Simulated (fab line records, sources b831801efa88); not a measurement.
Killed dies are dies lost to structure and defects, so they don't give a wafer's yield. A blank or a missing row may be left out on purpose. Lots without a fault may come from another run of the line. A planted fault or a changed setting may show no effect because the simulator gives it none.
fab line records | flow sfq_line
record lots=5 wafers=15 last_day=92
route steps=325 shown M6@255 I6@266 M7@281 I7@296 M8@325
lots that met no fault: from a run of the same line without faults
start_h: hours from the record's first day to the start of the lot's first wafer shown | wait_h: hours since the lot's step before | " the same as in the row above | L1.1+2: a row that stands for several wafers | - no value, or no start given | * or withheld: withheld | < > ~ a bound
route shown NAME@n: a module of which the file shows steps, and the number in the route of the first | usual: mean/standard deviation of fault-free wafers | same: alike in all rows | chamber/n: place in a boat | sites: the reading at each site | _std_site: their standard deviation | _edge_site: outer sites' mean less inner sites' | radius_mm: how far each site lies from the wafer's centre | mask NAME#n: copy n | behind: the tool/chamber that last shaped the wafer | hold: why the lot was held/for how many hours/how that ended | device: the transistor (n, p or np) that didn't switch | end of line: the same wafers' tests at the end of the route | a step without rows: its recipe alone | killed: dies lost to structure and defects at the first sort, not the wafer's yield | map: a wafer's dies, x killed, . not, _ none there
set.NAME: the setting as run; set.NAME@STEP: as run at that earlier step | model.NAME: the simulator's own value behind a step, which no gauge read
lots at some steps of the route; a table a step, a row a wafer
services: from which hour (start_h, from the record's first day; less than 0 if before it) a tool's chamber was out of use, for how many hours, and why
## steps
# step SFQ_TRILAYER_M6_LITHO_COAT_164
# recipe resist=BARC spin_rpm=3000 resist_thk_nm=62
# step SFQ_TRILAYER_M6_LITHO_COAT_159
# recipe resist=KrF spin_rpm=3000 resist_thk_nm=600
# step SFQ_TRILAYER_M6_LITHO_SOFTBAKE_163
# recipe temp_c=withheld time_s=withheld resist=KrF
# step SFQ_TRILAYER_M6_LITHO_EXPOSE_160
# recipe mask_id=M6 na=0.6 source_shape=conventional sigma_outer=0.65 target_cd_nm=500 dose_mj=14.4
# step SFQ_TRILAYER_M6_LITHO_PEB_162
# recipe peb_temp_c=115 peb_time_s=60 resist=KrF
# step SFQ_TRILAYER_M6_LITHO_DEVELOP_161
# recipe time_s=60 resist=KrF
# step SFQ_M6_OVL_MEAS_940
# usual M6_OVL=-1/5.9
# columns lot.wafer tool chamber start_h wait_h M6_OVL[nm]
L129.1 overlay-01 - 1688.48 0.1 4
L129.4 " - " " -9
L129.6 " - " " -4
L136.1 overlay-02 - 1723.45 0.1 -8
L136.2 " - " " -3
L136.6 " - " " -6
L143.1 overlay-02 - 1926.42 0.1 1
L143.2 " - " " 7
L143.6 " - " " 2
L148.1 overlay-01 - 2038.58 0.1 -1
L148.5 " - " " 2
L148.6 " - " " 2
L149.2 overlay-02 - 2039.79 0.1 0
L149.5 " - " " -10
L149.6 " - " " -4
# step SFQ_TRILAYER_M6_BARC_OPEN_METAL_ETCH_206
# recipe mask_material=PR chemistry=O2 target_depth_nm=125 target=BARC icp_w=600 bias_w=80 pressure_mtorr=10 time_s=41.7
# step SFQ_TRILAYER_M6_ETCH_METAL_ETCH_162
# recipe target=Nb stop_on=SiO2 mask_material=PR chemistry=Cl2/Ar target_depth_nm=240 icp_w=600 bias_w=80 pressure_mtorr=10 time_s=120
# step SFQ_TRILAYER_M6_STRIP_STRIP_163
# recipe gas=O2 power_w=200 platen_temp_c=40 overash_fraction=0.65 chemistry=O2 pressure_mtorr=50
# usual drypump_motor_current_A=6.0/0.45 oes_product_au=1.000/0.0088
# columns lot.wafer tool chamber start_h wait_h drypump_motor_current_A oes_product_au rf_hours_counter_h
L129.1 rie_metal-03 1 1688.70 0.1 5.7 1.004 90
L129.4 " 1 " " 5.7 0.994 -
L129.6 " 1 " " 5.7 0.998 -
L136.1 rie_metal-04 1 1723.73 0.1 5.2 0.999 98
L136.2 " 0 " " 6.4 0.994 104
L136.6 " 0 " " 6.4 0.997 -
L143.1 rie_metal-01 1 1926.64 0.1 6.1 1.004 56
L143.2 " 0 " " 5.9 1.000 94
L143.6 " 0 " " 6.0 1.004 -
L148.1 rie_metal-03 1 2038.80 0.1 5.7 0.990 4
L148.5 " 0 " " 6.6 0.995 -
L148.6 " 1 " " 5.7 0.986 -
L149.2 rie_metal-01 1 2040.00 0.1 6.1 0.998 70
L149.5 " 0 " " 6.0 1.011 -
L149.6 " 1 " " 6.1 1.004 -
# step SFQ_TRILAYER_M6_STRIP_SOLV_CLEAN_164
# recipe chemistry=NMP temp_c=70 time_s=600
# step SFQ_TRILAYER_I6_DEP_PECVD_165
# recipe material=SiO2 temp_c=150 time_s=111.11 pressure_torr=2.4 rf_w=183.3 precursor=SiH4/N2O target_thk_nm=500
# usual heater_power_w=83/16 throttle_valve_pct=24.8/1.4
# columns lot.wafer tool chamber start_h wait_h heater_power_w throttle_valve_pct
L129.1 pecvd-01 1 1689.47 0.0 86 25.6
L129.4 " 2 " " 63 26.0
L129.6 " 0 " " 80 25.4
L136.1 pecvd-03 1 1724.71 0.0 101 23.1
L136.2 " 2 " " 81 23.8
L136.6 " 2 " " 85 23.6
L143.1 pecvd-02 0 1927.41 0.0 65 25.4
L143.2 " 2 " " 69 26.5
L143.6 " 0 " " 66 25.5
L148.1 pecvd-03 0 2039.78 0.0 99 21.7
L148.5 " 1 " " 112 23.8
L148.6 " 0 " " 105 22.2
L149.2 pecvd-02 2 2040.78 0.0 69 27.0
L149.5 " 2 " " 72 27.0
L149.6 " 0 " " 55 25.5
# step SFQ_TRILAYER_I6_CMP_CMP_166
# recipe material=SiO2 down_force_psi=3 platen_rpm=60 pad_velocity_m_s=0.94248
# usual head_pressure_psi=3.000/0.0062 motor_current_A=10.5/1.4 retaining_ring_pressure_frac=1.000/0.0046 time_to_endpoint_s=217/7.6
# columns lot.wafer tool chamber start_h wait_h head_pressure_psi motor_current_A retaining_ring_pressure_frac time_to_endpoint_s model.SiO2_of_TRILAYER_I6_DEP_PECVD_165.thk_nm
L129.1 cmp-02 3 1690.05 0.5 2.992 10.5 0.994 201 198.4
L129.4 " 1 1691.05 1.5 3.008 13.2 1.006 218 199.3
L129.6 " 2 " " 2.996 10.0 1.000 215 199
L136.2 cmp-02 3 1732.17 7.4 3.005 10.2 1.001 206 200.1
L136.1 " 0 " " 3.005 9.0 1.001 205 199.9
L136.6 " 1 " " 3.005 13.3 1.001 219 200.9
L143.1 cmp-01 2 1927.99 0.5 3.005 9.7 1.007 180 249.8
L143.2 " 0 1928.99 1.5 3.010 9.8 0.990 213 198.8
L143.6 " 1 " " 2.993 10.5 0.996 220 199.7
L148.1 cmp-01 3 2041.14 1.3 3.002 9.8 1.002 207 198.2
L148.5 " 1 2042.14 2.3 2.986 11.4 1.013 228 199.9
L148.6 " 2 " " 3.010 9.6 1.005 229 200.6
L149.2 cmp-02 3 2041.33 0.5 2.994 9.9 0.999 201 200.2
L149.6 " 3 2043.33 2.5 2.995 10.2 1.001 220 200.7
L149.5 " 0 " " 3.006 9.1 1.002 223 201.3
# step SFQ_I6_BOW_MEAS_941
# recipe mode=bow
# usual I6_BOW=7/12
# columns lot.wafer tool chamber start_h wait_h I6_BOW[um]
L129.1 film_metro-04 - 1692.55 2.0 7
L129.4 " - " " 11
L129.6 " - " " 18
L136.1 film_metro-03 - 1734.17 1.0 -13
L136.2 " - " " -1
L136.6 " - " " -2
L143.1 film_metro-01 - 1930.49 2.0 -1
L143.2 " - " " -1
L143.6 " - " " 9
L148.1 film_metro-03 - 2043.14 1.5 -9
L148.5 " - " " 7
L148.6 " - " " 1
L149.2 film_metro-01 - 2044.35 2.5 19
L149.5 " - " " 4
L149.6 " - " " -14
# step SFQ_TRILAYER_I6_METRO_MEASURE_167
# usual thk_nm=200.1/1
# columns lot.wafer tool chamber start_h wait_h thk_nm
L129.1 film_metro-04 - 1692.67 0.1 198.4
L129.4 " - " " 199.4
L129.6 " - " " 199.0
L136.1 film_metro-03 - 1734.29 0.1 199.8
L136.2 " - " " 200.1
L136.6 " - " " 200.9
L143.1 film_metro-01 - 1930.61 0.1 249.8
L143.2 " - " " 198.8
L143.6 " - " " 199.8
L148.1 film_metro-03 - 2043.26 0.1 198.0
L148.5 " - " " 199.9
L148.6 " - " " 200.6
L149.2 film_metro-01 - 2044.65 0.3 200.3
L149.5 " - " " 201.4
L149.6 " - " " 200.7
# step SFQ_TRILAYER_I6_VIA_LITHO_COAT_174
# recipe resist=BARC spin_rpm=3000 resist_thk_nm=62
# step SFQ_TRILAYER_I6_VIA_LITHO_COAT_169
# recipe resist=KrF spin_rpm=3000 resist_thk_nm=650
# step SFQ_TRILAYER_I6_VIA_LITHO_SOFTBAKE_173
# recipe temp_c=withheld time_s=withheld resist=KrF
# step SFQ_TRILAYER_I6_VIA_LITHO_EXPOSE_170
# recipe mask_id=I6 na=0.6 source_shape=conventional sigma_outer=0.65 target_cd_nm=700 dose_mj=21.3
# step SFQ_TRILAYER_I6_VIA_LITHO_PEB_172
# recipe peb_temp_c=115 peb_time_s=60 resist=KrF
# step SFQ_TRILAYER_I6_VIA_LITHO_DEVELOP_171
# recipe time_s=60 resist=KrF
# step SFQ_I6_OVL_MEAS_942
# usual I6_OVL=1/5.5
# columns lot.wafer tool chamber start_h wait_h I6_OVL[nm]
L129.1 overlay-02 - 1696.12 0.1 1
L129.4 " - " " -2
L129.6 " - " " 2
L136.1 overlay-02 - 1835.33 0.1 -4
L136.2 " - " " -3
L136.6 " - " " 1
L143.1 overlay-01 - 1960.09 0.1 3
L143.2 " - " " 2
L143.6 " - " " 3
L148.1 overlay-01 - 2124.29 0.1 13
L148.5 " - " " 8
L148.6 " - " " 1
L149.2 overlay-01 - 2127.10 0.1 -5
L149.5 " - " " 1
L149.6 " - " " 0
# step SFQ_TRILAYER_I6_VIA_BARC_OPEN_VIA_ETCH_235
# recipe mask_material=PR chemistry=O2 target_depth_nm=125 target=BARC source_w=500 bias_w=80 pressure_mtorr=30 time_s=41.7
# step SFQ_TRILAYER_I6_VIA_ETCH_VIA_ETCH_172
# recipe target=SiO2 stop_on=Nb mask_material=PR taper_deg=20 chemistry=CHF3 target_depth_nm=260 source_w=500 bias_w=80 pressure_mtorr=30 time_s=withheld
# usual drypump_motor_current_A=5.5/0.53 oes_product_au=0.855/0.0049
# columns lot.wafer tool chamber start_h wait_h drypump_motor_current_A oes_product_au model.etch.depth_nm model.I6.feature_depth_nm
L129.1 rie_diel-03 1 1696.20 0.0 5.0 0.852 198.4 198.4
L129.4 " 0 " " 6.5 0.855 199.3 199.3
L129.6 " 0 " " 6.5 0.851 199 199
L136.1 rie_diel-04 0 1835.41 0.0 5.7 0.854 199.9 199.9
L136.2 " 3 " " 6.1 0.856 200.1 200.1
L136.6 " 1 " " 5.4 0.859 200.9 200.9
L143.1 rie_diel-03 2 1960.17 0.0 5.8 0.956 248.5 248.5
L143.2 " 3 " " 4.7 0.855 198.8 198.8
L143.6 " 1 " " 5.0 0.854 199.7 199.7
L148.1 rie_diel-03 2 2124.37 0.0 5.8 0.846 198.2 198.2
L148.5 " 2 " " 5.8 0.857 199.9 199.9
L148.6 " 3 " " 4.7 0.858 200.6 200.6
L149.2 rie_diel-04 0 2127.17 0.0 5.7 0.853 200.2 200.2
L149.5 " 3 " " 6.1 0.864 201.3 201.3
L149.6 " 2 " " 5.3 0.848 200.7 200.7
# step SFQ_TRILAYER_I6_VIA_STRIP_STRIP_173
# recipe gas=O2 power_w=200 platen_temp_c=40 overash_fraction=0.65 chemistry=O2 pressure_mtorr=50
# step SFQ_TRILAYER_I6_VIA_STRIP_SOLV_CLEAN_174
# recipe chemistry=NMP temp_c=70 time_s=600
# step SFQ_TRILAYER_M7_DEP_PRE_CLEAN_176
# recipe gas=Ar time_s=22.5 bias_v=250
# columns lot.wafer tool chamber start_h wait_h model.SiO2_of_TRILAYER_I6_DEP_PECVD_165.thk_nm
L129.1 pvd_sputter-06 - 1697.10 0.0 190.9
L129.4 " - " " 191.8
L129.6 " - " " 191.5
L136.1 pvd_sputter-06 - 1836.31 0.0 192.4
L136.2 " - " " 192.6
L136.6 " - " " 193.4
L143.1 pvd_sputter-06 - 1961.06 0.0 242.3
L143.2 " - " " 191.3
L143.6 " - " " 192.2
L148.1 pvd_sputter-05 - 2125.26 0.0 190.7
L148.5 " - " " 192.4
L148.6 " - " " 193.1
L149.2 pvd_sputter-04 - 2128.06 0.0 192.7
L149.5 " - " " 193.8
L149.6 " - " " 193.2
# step SFQ_TRILAYER_M7_DEP_SPUTTER_175
# recipe material=Nb base_pressure_pa=1.33e-06 chamber_pressure_pa=0.1333 substrate_temp_c=20 target_thk_nm=200 power_w=2000 time_s=133.3
# step SFQ_M7_RS_MEAS_943
# recipe thk_meas_gauge=four-point-probe reads=Nb_of_TRILAYER_M7_DEP_SPUTTER_175
# usual M7_NB_RS=0.894/0.0086
# columns lot.wafer tool chamber start_h wait_h M7_NB_RS[ohm/sq]
L129.1 film_metro-04 - 1697.22 0.0 0.897
L129.4 " - " " 0.905
L129.6 " - " " 0.902
L136.1 film_metro-04 - 1836.43 0.0 0.893
L136.2 " - " " 0.898
L136.6 " - " " 0.896
L143.1 film_metro-02 - 1961.18 0.0 0.909
L143.2 " - " " 0.902
L143.6 " - " " 0.913
L148.1 film_metro-04 - 2125.38 0.0 0.890
L148.5 " - " " 0.899
L148.6 " - " " 0.883
L149.2 film_metro-01 - 2128.20 0.1 0.890
L149.5 " - " " 0.904
L149.6 " - " " 0.901
# step SFQ_TRILAYER_M7_LITHO_COAT_182
# recipe resist=BARC spin_rpm=3000 resist_thk_nm=62
# step SFQ_TRILAYER_M7_LITHO_COAT_177
# recipe resist=KrF spin_rpm=3000 resist_thk_nm=600
# step SFQ_TRILAYER_M7_LITHO_SOFTBAKE_181
# recipe temp_c=withheld time_s=withheld resist=KrF
# step SFQ_TRILAYER_M7_LITHO_EXPOSE_178
# recipe mask_id=M7 na=0.6 source_shape=conventional sigma_outer=0.65 target_cd_nm=500 dose_mj=14.4
# step SFQ_TRILAYER_M7_LITHO_PEB_180
# recipe peb_temp_c=115 peb_time_s=60 resist=KrF
# step SFQ_TRILAYER_M7_LITHO_DEVELOP_179
# recipe time_s=60 resist=KrF
# step SFQ_M7_OVL_MEAS_945
# usual M7_OVL=1/4.8
# columns lot.wafer tool chamber start_h wait_h M7_OVL[nm]
L129.1 overlay-01 - 1805.33 0.1 7
L129.4 " - " " -1
L129.6 " - " " 0
L136.1 overlay-02 - 1838.86 0.1 -6
L136.2 " - " " -4
L136.6 " - " " -10
L143.1 overlay-02 - 1963.81 0.1 -3
L143.2 " - " " 1
L143.6 " - " " -4
L148.1 overlay-02 - 2192.80 0.1 -3
L148.5 " - " " 1
L148.6 " - " " -3
L149.2 overlay-01 - 2194.01 0.1 8
L149.5 " - " " 2
L149.6 " - " " 5
# step SFQ_TRILAYER_M7_BARC_OPEN_METAL_ETCH_229
# recipe mask_material=PR chemistry=O2 target_depth_nm=125 target=BARC icp_w=600 bias_w=80 pressure_mtorr=10 time_s=41.7
# usual drypump_motor_current_A=6.0/0.36 oes_product_au=0.685/0.0043
# columns lot.wafer tool chamber start_h wait_h drypump_motor_current_A oes_product_au rf_hours_counter_h
L129.1 rie_metal-04 1 1805.37 0.0 5.2 0.688 105
L129.4 " 0 " " 6.4 0.686 -
L129.6 " 1 " " 5.2 0.684 -
L136.1 rie_metal-02 0 1838.90 0.0 6.2 0.678 7
L136.2 " 1 " " 5.9 0.686 90
L136.6 " 0 " " 6.2 0.684 -
L143.1 rie_metal-02 0 1963.84 0.0 6.3 0.685 26
L143.2 " 1 " " 5.9 0.672 101
L143.6 " 0 " " 6.3 0.683 -
L148.1 rie_metal-02 1 2192.84 0.0 5.9 0.684 11
L148.5 " 0 " " 6.2 0.689 -
L148.6 " 1 " " 5.9 0.688 -
L149.2 rie_metal-01 1 2194.04 0.0 6.1 0.681 86
L149.5 " 0 " " 5.9 0.687 -
L149.6 " 1 " " 6.1 0.686 -
# step SFQ_TRILAYER_M7_ETCH_METAL_ETCH_180
# recipe target=Nb stop_on=SiO2 mask_material=PR chemistry=Cl2/Ar target_depth_nm=240 icp_w=600 bias_w=80 pressure_mtorr=10 time_s=120
# step SFQ_TRILAYER_M7_STRIP_STRIP_181
# recipe gas=O2 power_w=200 platen_temp_c=40 overash_fraction=0.65 chemistry=O2 pressure_mtorr=50
# usual drypump_motor_current_A=6.0/0.36 oes_product_au=1.004/0.0095
# columns lot.wafer tool chamber start_h wait_h drypump_motor_current_A oes_product_au rf_hours_counter_h
L129.1 rie_metal-04 1 1805.55 0.1 5.2 1.013 106
L129.4 " 0 " " 6.4 1.004 -
L129.6 " 1 " " 5.2 1.007 -
L136.1 rie_metal-02 0 1839.08 0.1 6.2 1.004 7
L136.2 " 1 " " 5.9 1.002 90
L136.6 " 0 " " 6.3 1.004 -
L143.1 rie_metal-02 0 1964.03 0.1 6.3 1.006 26
L143.2 " 1 " " 5.9 1.009 101
L143.6 " 0 " " 6.3 1.007 -
L148.1 rie_metal-02 1 2193.02 0.1 5.9 1.023 11
L148.5 " 0 " " 6.2 1.008 -
L148.6 " 1 " " 5.9 1.011 -
L149.2 rie_metal-01 1 2194.22 0.1 6.1 1.012 86
L149.5 " 0 " " 5.9 1.011 -
L149.6 " 1 " " 6.1 1.013 -
# step SFQ_TRILAYER_M7_STRIP_SOLV_CLEAN_182
# recipe chemistry=NMP temp_c=70 time_s=600
# step SFQ_TRILAYER_I7_DEP_PECVD_183
# recipe material=SiO2 temp_c=150 time_s=111.11 pressure_torr=2.4 rf_w=183.3 precursor=SiH4/N2O target_thk_nm=500
# usual heater_power_w=82/17 throttle_valve_pct=24.0/1.4
# columns lot.wafer tool chamber start_h wait_h heater_power_w throttle_valve_pct
L129.1 pecvd-04 1 1806.33 0.0 69 25.5
L129.4 " 1 " " 59 25.5
L129.6 " 0 " " 65 24.9
L136.1 pecvd-02 2 1839.85 0.0 78 26.1
L136.2 " 0 " " 66 25.2
L136.6 " 0 " " 66 24.8
L143.1 pecvd-02 0 1964.80 0.0 60 25.5
L143.2 " 2 " " 77 26.5
L143.6 " 2 " " 78 26.5
L148.1 pecvd-04 2 2193.80 0.0 86 23.1
L148.5 " 0 " " 56 23.0
L148.6 " 2 " " 76 23.1
L149.2 pecvd-02 1 2195.00 0.0 75 25.1
L149.5 " 1 " " 79 25.2
L149.6 " 2 " " 66 27.4
# step SFQ_M8_BOW_MEAS_951
# recipe mode=bow
# usual M8_BOW=8/13
# columns lot.wafer tool chamber start_h wait_h M8_BOW[um] model.etest.i6.link_ohm
L129.1 film_metro-02 - 1906.11 0.0 6 1.875
L129.4 " - " " 11 1.881
L129.6 " - " " 18 1.872
L136.1 film_metro-04 - 1933.99 0.0 -14 1.888
L136.2 " - " " -3 1.879
L136.6 " - " " -4 1.887
L143.1 film_metro-04 - 1976.34 0.0 9 1.923
L143.2 " - " " 9 1.885
L143.6 " - " " 18 1.887
L148.1 film_metro-02 - 2205.34 0.0 -10 1.872
L148.5 " - " " 6 1.878
L148.6 " - " " 1 1.856
L149.2 film_metro-02 - 2208.96 0.0 13 1.89
L149.5 " - " " 0 1.899
L149.6 " - " " -18 1.898
## services
# columns tool chamber start_h hours kind
rie_metal-02 - 1678.56 2.8 pm
cmp-02 - 1687.43 1.5 repair
pecvd-02 - 1706.55 2.9 repair
cmp-02 - 1710.45 8.7 repair
pecvd-02 0 1732.11 17.3 repair
rie_diel-03 0 1746.46 17.5 repair
rie_diel-03 3 1748.34 5.2 repair
cmp-02 - 1771.67 5.5 pm
cmp-02 - 1777.13 4.0 pm
rie_diel-03 1 1790.64 4.2 repair
rie_metal-04 1 1791.19 2.4 repair
rie_diel-03 - 1792.86 0.7 repair
pecvd-02 0 1801.85 6.5 repair
cmp-02 - 1805.79 3.8 repair
rie_diel-03 - 1806.00 14.6 pm
pecvd-02 - 1822.64 14.6 pm
rie_metal-02 1 1880.71 16.5 repair
rie_metal-01 - 1921.96 1.4 pm
rie_metal-02 1 1925.76 20.1 repair
pecvd-02 - 2070.28 3.0 repair
pecvd-02 - 2096.38 2.8 pm
pecvd-02 0 2134.38 5.6 repair
rie_metal-01 - 2162.38 2.8 pm
pecvd-02 - 2179.90 1.0 repair
## key
first_sign step=SFQ_TRILAYER_I6_CMP_CMP_166 reading=time_to_endpoint_s direction=down sigmas=4.8 usual=* struck=*
effect step=SFQ_TRILAYER_I6_METRO_MEASURE_167 reading=thk_nm direction=up sigmas=48 usual=200.1 struck=249.8
effect step=SFQ_TRILAYER_I6_VIA_ETCH_VIA_ETCH_172 reading=oes_product_au direction=up sigmas=21 usual=0.855 struck=0.956
model_effect step=SFQ_TRILAYER_I6_CMP_CMP_166 value=SiO2_of_TRILAYER_I6_DEP_PECVD_165.thk_nm without=199.8 struck=249.8
model_effect step=SFQ_TRILAYER_I6_VIA_ETCH_VIA_ETCH_172 value=etch.depth_nm without=199.8 struck=248.5
model_effect step=SFQ_TRILAYER_M7_DEP_PRE_CLEAN_176 value=SiO2_of_TRILAYER_I6_DEP_PECVD_165.thk_nm without=192.3 struck=242.3
model_effect step=SFQ_M8_BOW_MEAS_951 value=etest.i6.link_ohm without=1.898 struck=1.923
met_at SFQ_TRILAYER_I6_CMP_CMP_166
struck_wafers L143.1
fault kind=process_parameter_drift tool=cmp-01 chamber=2 onset_h=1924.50 steps=SFQ_TRILAYER_I6_CMP_CMP_166 channel=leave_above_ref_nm offset=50 shape=step end_h=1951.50 acts_in=these_recipes_only stated=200
